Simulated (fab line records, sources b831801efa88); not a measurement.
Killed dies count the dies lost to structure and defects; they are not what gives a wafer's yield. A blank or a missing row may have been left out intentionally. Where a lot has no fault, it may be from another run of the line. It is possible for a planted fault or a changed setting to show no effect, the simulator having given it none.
The tool behind it: which one? / flow sky130 / 13 lots with 39 wafers sampled at 6 steps, on a route of 708 steps

WHAT EACH GAUGE READ, for each wafer
SKY_VIA2_CD_MEAS_12: target cd 200 nm. Usual: cd nm reads 200.3 nm (standard deviation 1.5).
lot=L933; measured=day 36 18:50; on=cd sem-01; cd nm (nm)=200.0 199.8 199.6; flag=
lot=L934; measured=day 37 08:56; on=cd sem-01; cd nm (nm)=200.2 200.0 199.8; flag=
lot=L935; measured=day 37 12:56; on=cd sem-02; cd nm (nm)=200.7 200.5 199.6; flag=
lot=L936; measured=day 37 19:10; on=cd sem-01; cd nm (nm)=198.7 199.1 198.9; flag=
lot=L937; measured=day 38 09:03; on=cd sem-02; cd nm (nm)=199.9 198.4 197.1; flag=
lot=L938; measured=day 38 09:44; on=cd sem-02; cd nm (nm)=198.9 200.2 200.6; flag=
lot=L939; measured=day 39 05:15; on=cd sem-01; cd nm (nm)=201.0 200.5 199.8; flag=
lot=L941; measured=day 39 14:32; on=cd sem-02; cd nm (nm)=199.0 198.0 199.8; flag=
lot=L944; measured=day 40 13:42; on=cd sem-01; cd nm (nm)=199.9 199.0 199.7; flag=
lot=L947; measured=day 41 03:25; on=cd sem-02; cd nm (nm)=198.2 199.0 200.5; flag=
lot=L952; measured=day 42 06:40; on=cd sem-01; cd nm (nm)=201.5 203.4 203.4; flag=
lot=L953; measured=day 42 13:41; on=cd sem-01; cd nm (nm)=198.3 199.3 198.2; flag=
lot=L955; measured=day 42 16:11; on=cd sem-02; cd nm (nm)=201.1 200.9 201.6; flag=

SKY_VIA2_THK_MEAS_23: measures by xrf. Usual: VIA2_W_THK gives 431 nm (standard deviation 10).
lot=L933; measured=day 36 20:00; on=film metro-03; VIA2_W_THK (nm)=429 434 428; flag=
lot=L934; measured=day 37 10:08; on=film metro-02; VIA2_W_THK (nm)=419 417 424; flag=
lot=L935; measured=day 37 14:11; on=film metro-04; VIA2_W_THK (nm)=432 425 428; flag=
lot=L936; measured=day 37 20:22; on=film metro-03; VIA2_W_THK (nm)=434 433 431; flag=
lot=L937; measured=day 38 10:34; on=film metro-04; VIA2_W_THK (nm)=436 437 434; flag=
lot=L938; measured=day 38 11:21; on=film metro-03; VIA2_W_THK (nm)=435 424 426; flag=
lot=L939; measured=day 39 06:24; on=film metro-02; VIA2_W_THK (nm)=423 433 420; flag=
lot=L941; measured=day 39 15:46; on=film metro-02; VIA2_W_THK (nm)=420 423 421; flag=
lot=L944; measured=day 40 14:51; on=film metro-04; VIA2_W_THK (nm)=425 426 424; flag=
lot=L947; measured=day 41 04:40; on=film metro-03; VIA2_W_THK (nm)=438 422 439; flag=
lot=L952; measured=day 42 07:50; on=film metro-04; VIA2_W_THK (nm)=440 436 449; flag=
lot=L953; measured=day 42 14:50; on=film metro-03; VIA2_W_THK (nm)=428 434 433; flag=
lot=L955; measured=day 42 17:22; on=film metro-02; VIA2_W_THK (nm)=425 441 431; flag=

WHAT TOOL EACH LOT RAN ON (gives the tool, then ch and the chambers of the sampled wafers, and finally the start)
lot=L933; SKY_METAL2_DESCUM_17=rie metal-02 ch 0,1, day 35 14:50; SKY_VIA2_ETCH_14=rie diel-02 ch 0,1,3, day 36 18:59; SKY_VIA2_ETCH_15=rie diel-02 ch 0,1,3, day 36 19:02; SKY_VIA2_STRIP_16=plasma asher-04 ch 0,1, day 36 19:06
lot=L934; SKY_METAL2_DESCUM_17=rie metal-01 ch 0,1, day 36 04:56; SKY_VIA2_ETCH_14=rie diel-02 ch 0,1,2, day 37 09:05; SKY_VIA2_ETCH_15=rie diel-02 ch 0,1,2, day 37 09:08; SKY_VIA2_STRIP_16=plasma asher-04 ch 0,1, day 37 09:12
lot=L935; SKY_METAL2_DESCUM_17=rie metal-03 ch 0,1, day 36 09:35; SKY_VIA2_ETCH_14=rie diel-02 ch 1, day 37 13:05; SKY_VIA2_ETCH_15=rie diel-02 ch 1, day 37 13:09; SKY_VIA2_STRIP_16=plasma asher-01 ch 0,1, day 37 13:15
lot=L936; SKY_METAL2_DESCUM_17=rie metal-01 ch 0,1, day 36 15:46; SKY_VIA2_ETCH_14=rie diel-02 ch 1,2, day 37 19:17; SKY_VIA2_ETCH_15=rie diel-02 ch 1,2, day 37 19:22; SKY_VIA2_STRIP_16=plasma asher-01 ch 0,1, day 37 19:28
lot=L937; SKY_METAL2_DESCUM_17=rie metal-01 ch 0,1, day 37 06:02; SKY_VIA2_ETCH_14=rie diel-02 ch 0,2,3, day 38 09:11; SKY_VIA2_ETCH_15=rie diel-02 ch 0,2,3, day 38 09:14; SKY_VIA2_STRIP_16=plasma asher-04 ch 0,1, day 38 09:18
lot=L938; SKY_METAL2_DESCUM_17=rie metal-03 ch 0,1, day 37 07:17; SKY_VIA2_ETCH_14=rie diel-01 ch 1,2,3, day 38 09:53; SKY_VIA2_ETCH_15=rie diel-01 ch 1,2,3, day 38 09:56; SKY_VIA2_STRIP_16=plasma asher-02 ch 0, day 38 10:00
lot=L939; SKY_METAL2_DESCUM_17=rie metal-03 ch 0,1, day 38 03:00; SKY_VIA2_ETCH_14=rie diel-02 ch 1,2,3, day 39 05:22; SKY_VIA2_ETCH_15=rie diel-02 ch 1,2,3, day 39 05:25; SKY_VIA2_STRIP_16=plasma asher-04 ch 0,1, day 39 05:31
lot=L941; SKY_METAL2_DESCUM_17=rie metal-03 ch 0,1, day 38 13:17; SKY_VIA2_ETCH_14=rie diel-02 ch 2,3, day 39 14:37; SKY_VIA2_ETCH_15=rie diel-02 ch 2,3, day 39 14:40; SKY_VIA2_STRIP_16=plasma asher-02 ch 0,1, day 39 14:46
lot=L944; SKY_METAL2_DESCUM_17=rie metal-01 ch 0,1, day 39 12:21; SKY_VIA2_ETCH_14=rie diel-02 ch 0,2,3, day 40 13:49; SKY_VIA2_ETCH_15=rie diel-02 ch 0,2,3, day 40 13:52; SKY_VIA2_STRIP_16=plasma asher-04 ch 0,1, day 40 13:58
lot=L947; SKY_METAL2_DESCUM_17=rie metal-01 ch 0,1, day 40 01:31; SKY_VIA2_ETCH_14=rie diel-04 ch 0,1,3, day 41 03:33; SKY_VIA2_ETCH_15=rie diel-04 ch 0,1,3, day 41 03:35; SKY_VIA2_STRIP_16=plasma asher-01 ch 0,1, day 41 03:39
lot=L952; SKY_METAL2_DESCUM_17=rie metal-02 ch 0,1, day 41 05:20; SKY_VIA2_ETCH_14=rie diel-01 ch 0,2,3, day 42 06:49; SKY_VIA2_ETCH_15=rie diel-01 ch 0,2,3, day 42 06:52; SKY_VIA2_STRIP_16=plasma asher-02 ch 1, day 42 06:56
lot=L953; SKY_METAL2_DESCUM_17=rie metal-03 ch 0,1, day 41 12:35; SKY_VIA2_ETCH_14=rie diel-01 ch 0,1,3, day 42 13:47; SKY_VIA2_ETCH_15=rie diel-01 ch 0,1,3, day 42 13:50; SKY_VIA2_STRIP_16=plasma asher-01 ch 0,1, day 42 13:56
lot=L955; SKY_METAL2_DESCUM_17=rie metal-02 ch 0,1, day 41 14:46; SKY_VIA2_ETCH_14=rie diel-04 ch 0,2, day 42 16:21; SKY_VIA2_ETCH_15=rie diel-04 ch 0,2, day 42 16:24; SKY_VIA2_STRIP_16=plasma asher-01 ch 0,1, day 42 16:28
- SKY_METAL2_DESCUM_17: chemistry O2, time 8 s.
- SKY_VIA2_ETCH_14: etches BARC in N2/H2, stops on SiO2, time 45.9 s, target depth 60 nm.
- SKY_VIA2_ETCH_15: etches SiO2 in C4F8/O2/Ar, stops on TiN, target depth 546 nm, time 84 s.
- SKY_VIA2_STRIP_16: strips in O2/N2.

WHAT THE TOOLS THEMSELVES READ (means of the sampled wafers that have a number; where no wafer has one, the mark that the record gives instead)
SKY_METAL2_DESCUM_17. Usual: drypump motor current A 5.8 A, standard deviation 0.61; oes product au 1.004 a.u., standard deviation 0.0087.
lot=L933; tool=rie metal-02; drypump motor current A (A)=5.2; oes product au (a.u.)=0.997; flag=
lot=L934; tool=rie metal-01; drypump motor current A (A)=6.4; oes product au (a.u.)=1.012; flag=
lot=L935; tool=rie metal-03; drypump motor current A (A)=5.9; oes product au (a.u.)=1.009; flag=
lot=L936; tool=rie metal-01; drypump motor current A (A)=6.3; oes product au (a.u.)=1.006; flag=
lot=L937; tool=rie metal-01; drypump motor current A (A)=6.3; oes product au (a.u.)=0.997; flag=
lot=L938; tool=rie metal-03; drypump motor current A (A)=6.0; oes product au (a.u.)=1.011; flag=
lot=L939; tool=rie metal-03; drypump motor current A (A)=6.0; oes product au (a.u.)=1.011; flag=
lot=L941; tool=rie metal-03; drypump motor current A (A)=6.0; oes product au (a.u.)=1.009; flag=
lot=L944; tool=rie metal-01; drypump motor current A (A)=6.3; oes product au (a.u.)=1.005; flag=
lot=L947; tool=rie metal-01; drypump motor current A (A)=6.3; oes product au (a.u.)=1.011; flag=
lot=L952; tool=rie metal-02; drypump motor current A (A)=5.2; oes product au (a.u.)=0.990; flag=
lot=L953; tool=rie metal-03; drypump motor current A (A)=6.0; oes product au (a.u.)=1.012; flag=
lot=L955; tool=rie metal-02; drypump motor current A (A)=5.2; oes product au (a.u.)=1.001; flag=

SKY_VIA2_ETCH_14. Usual: drypump motor current A 5.7 A, standard deviation 0.58; n2 flow sccm 100.02 sccm, standard deviation 0.28; oes product au 0.855 a.u., standard deviation 0.0048; run length s 74.4 s, standard deviation 0.56; throttle valve pct 13.225 %, standard deviation 0.0089.
lot=L933; tool=rie diel-02; drypump motor current A (A)=6.1; n2 flow sccm (sccm)=100.10; oes product au (a.u.)=0.856; run length s (s)=74.1; throttle valve pct (%)=13.236; flag=
lot=L934; tool=rie diel-02; drypump motor current A (A)=5.8; n2 flow sccm (sccm)=100.24; oes product au (a.u.)=0.853; run length s (s)=74.5; throttle valve pct (%)=13.225; flag=
lot=L935; tool=rie diel-02; drypump motor current A (A)=5.9; n2 flow sccm (sccm)=99.81; oes product au (a.u.)=0.854; run length s (s)=74.1; throttle valve pct (%)=13.221; flag=
lot=L936; tool=rie diel-02; drypump motor current A (A)=5.3; n2 flow sccm (sccm)=99.89; oes product au (a.u.)=0.858; run length s (s)=74.6; throttle valve pct (%)=13.222; flag=
lot=L937; tool=rie diel-02; drypump motor current A (A)=5.8; n2 flow sccm (sccm)=100.03; oes product au (a.u.)=0.854; run length s (s)=74.6; throttle valve pct (%)=13.226; flag=
lot=L938; tool=rie diel-01; drypump motor current A (A)=5.6; n2 flow sccm (sccm)=99.98; oes product au (a.u.)=0.853; run length s (s)=74.9; throttle valve pct (%)=13.219; flag=
lot=L939; tool=rie diel-02; drypump motor current A (A)=5.5; n2 flow sccm (sccm)=99.96; oes product au (a.u.)=0.853; run length s (s)=74.6; throttle valve pct (%)=13.226; flag=
lot=L941; tool=rie diel-02; drypump motor current A (A)=5.2; n2 flow sccm (sccm)=99.79; oes product au (a.u.)=0.851; run length s (s)=74.8; throttle valve pct (%)=13.230; flag=
lot=L944; tool=rie diel-02; drypump motor current A (A)=5.8; n2 flow sccm (sccm)=99.86; oes product au (a.u.)=0.907; run length s (s)=70.8; throttle valve pct (%)=13.226; flag=OFF
lot=L947; tool=rie diel-04; drypump motor current A (A)=5.8; n2 flow sccm (sccm)=100.04; oes product au (a.u.)=0.860; run length s (s)=74.1; throttle valve pct (%)=13.220; flag=
lot=L952; tool=rie diel-01; drypump motor current A (A)=5.8; n2 flow sccm (sccm)=100.04; oes product au (a.u.)=0.856; run length s (s)=74.0; throttle valve pct (%)=13.218; flag=
lot=L953; tool=rie diel-01; drypump motor current A (A)=5.2; n2 flow sccm (sccm)=99.95; oes product au (a.u.)=0.855; run length s (s)=74.4; throttle valve pct (%)=13.223; flag=
lot=L955; tool=rie diel-04; drypump motor current A (A)=5.3; n2 flow sccm (sccm)=100.04; oes product au (a.u.)=0.855; run length s (s)=74.3; throttle valve pct (%)=13.224; flag=

SKY_VIA2_ETCH_15. Usual: oes product au 0.940 a.u., standard deviation 0.0046; run length s 112.4 s, standard deviation 0.51.
lot=L933; tool=rie diel-02; oes product au (a.u.)=0.945; run length s (s)=112.2; flag=
lot=L934; tool=rie diel-02; oes product au (a.u.)=0.942; run length s (s)=112.6; flag=
lot=L935; tool=rie diel-02; oes product au (a.u.)=0.937; run length s (s)=112.1; flag=
lot=L936; tool=rie diel-02; oes product au (a.u.)=0.939; run length s (s)=112.6; flag=
lot=L937; tool=rie diel-02; oes product au (a.u.)=0.943; run length s (s)=112.5; flag=
lot=L938; tool=rie diel-01; oes product au (a.u.)=0.942; run length s (s)=112.7; flag=
lot=L939; tool=rie diel-02; oes product au (a.u.)=0.938; run length s (s)=112.7; flag=
lot=L941; tool=rie diel-02; oes product au (a.u.)=0.940; run length s (s)=112.9; flag=
lot=L944; tool=rie diel-02; oes product au (a.u.)=0.910; run length s (s)=112.4; flag=OFF
lot=L947; tool=rie diel-04; oes product au (a.u.)=0.940; run length s (s)=112.2; flag=
lot=L952; tool=rie diel-01; oes product au (a.u.)=0.943; run length s (s)=112.5; flag=
lot=L953; tool=rie diel-01; oes product au (a.u.)=0.938; run length s (s)=112.5; flag=
lot=L955; tool=rie diel-04; oes product au (a.u.)=0.937; run length s (s)=112.6; flag=

SKY_VIA2_STRIP_16. Usual: drypump motor current A 5.6 A, standard deviation 0.39; n2 flow sccm 300.1 sccm, standard deviation 0.85; oes product au 0.398 a.u., standard deviation 0.0046; strip time to endpoint s 4.047 s, standard deviation 0.021.
lot=L933; tool=plasma asher-04; drypump motor current A (A)=5.5; n2 flow sccm (sccm)=299.7; oes product au (a.u.)=0.397; strip time to endpoint s (s)=4.081; flag=
lot=L934; tool=plasma asher-04; drypump motor current A (A)=5.5; n2 flow sccm (sccm)=300.0; oes product au (a.u.)=0.402; strip time to endpoint s (s)=4.040; flag=
lot=L935; tool=plasma asher-01; drypump motor current A (A)=5.3; n2 flow sccm (sccm)=300.4; oes product au (a.u.)=0.394; strip time to endpoint s (s)=4.050; flag=
lot=L936; tool=plasma asher-01; drypump motor current A (A)=5.3; n2 flow sccm (sccm)=299.3; oes product au (a.u.)=0.398; strip time to endpoint s (s)=4.036; flag=
lot=L937; tool=plasma asher-04; drypump motor current A (A)=5.5; n2 flow sccm (sccm)=299.0; oes product au (a.u.)=0.398; strip time to endpoint s (s)=4.033; flag=
lot=L938; tool=plasma asher-02; drypump motor current A (A)=6.4; n2 flow sccm (sccm)=300.4; oes product au (a.u.)=0.394; strip time to endpoint s (s)=4.046; flag=
lot=L939; tool=plasma asher-04; drypump motor current A (A)=5.7; n2 flow sccm (sccm)=299.7; oes product au (a.u.)=0.399; strip time to endpoint s (s)=4.035; flag=
lot=L941; tool=plasma asher-02; drypump motor current A (A)=6.1; n2 flow sccm (sccm)=300.6; oes product au (a.u.)=0.399; strip time to endpoint s (s)=4.063; flag=
lot=L944; tool=plasma asher-04; drypump motor current A (A)=5.7; n2 flow sccm (sccm)=299.7; oes product au (a.u.)=0.402; strip time to endpoint s (s)=4.072; flag=
lot=L947; tool=plasma asher-01; drypump motor current A (A)=5.3; n2 flow sccm (sccm)=299.9; oes product au (a.u.)=0.404; strip time to endpoint s (s)=4.083; flag=
lot=L952; tool=plasma asher-02; drypump motor current A (A)=5.4; n2 flow sccm (sccm)=300.4; oes product au (a.u.)=0.400; strip time to endpoint s (s)=4.041; flag=
lot=L953; tool=plasma asher-01; drypump motor current A (A)=5.4; n2 flow sccm (sccm)=301.1; oes product au (a.u.)=0.397; strip time to endpoint s (s)=4.028; flag=
lot=L955; tool=plasma asher-01; drypump motor current A (A)=5.4; n2 flow sccm (sccm)=300.8; oes product au (a.u.)=0.398; strip time to endpoint s (s)=4.055; flag=

THE ANSWER, worked out from the rows above alone
Rule: a lot is off if the mean of its wafers that have a number lies more than 3 standard deviations from the usual mean. A lot without any number at a reading at which 4 lots or more have one is off too. Where the step has rows for the other lots, those lots are counted as sound. First the gauges in route order, then the tools' own readings, where a lot's mean is used as printed above. At the first step where some lot is off, the reading lying furthest off is the one used; lots without a number count as furthest.
Off: L944, at SKY_VIA2_ETCH_14 (oes product au).
A tool fits if, at that step or a process step before it, it ran every lot that is off, and no sound lot after the first of them. One fits: rie diel-02 at SKY_VIA2_ETCH_14. Its last sound lot is L941 (day 39 14:37), its first lot that is off L944 (day 40 13:49): a fault that began between those two fits.
The tool's own readings at SKY_VIA2_ETCH_14 bear it out: on the lots that are off they differ by more than 5 times the standard deviation of the sound lots' means. oes product au reads 0.907 a.u. there against 0.855 a.u. on the sound lots; run length s reads 70.8 s there against 74.4 s on the sound lots.

WHAT WAS PUT IN BY THE SIMULATOR
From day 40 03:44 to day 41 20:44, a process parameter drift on rie diel-02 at SKY_VIA2_ETCH_14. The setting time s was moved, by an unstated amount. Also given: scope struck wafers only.
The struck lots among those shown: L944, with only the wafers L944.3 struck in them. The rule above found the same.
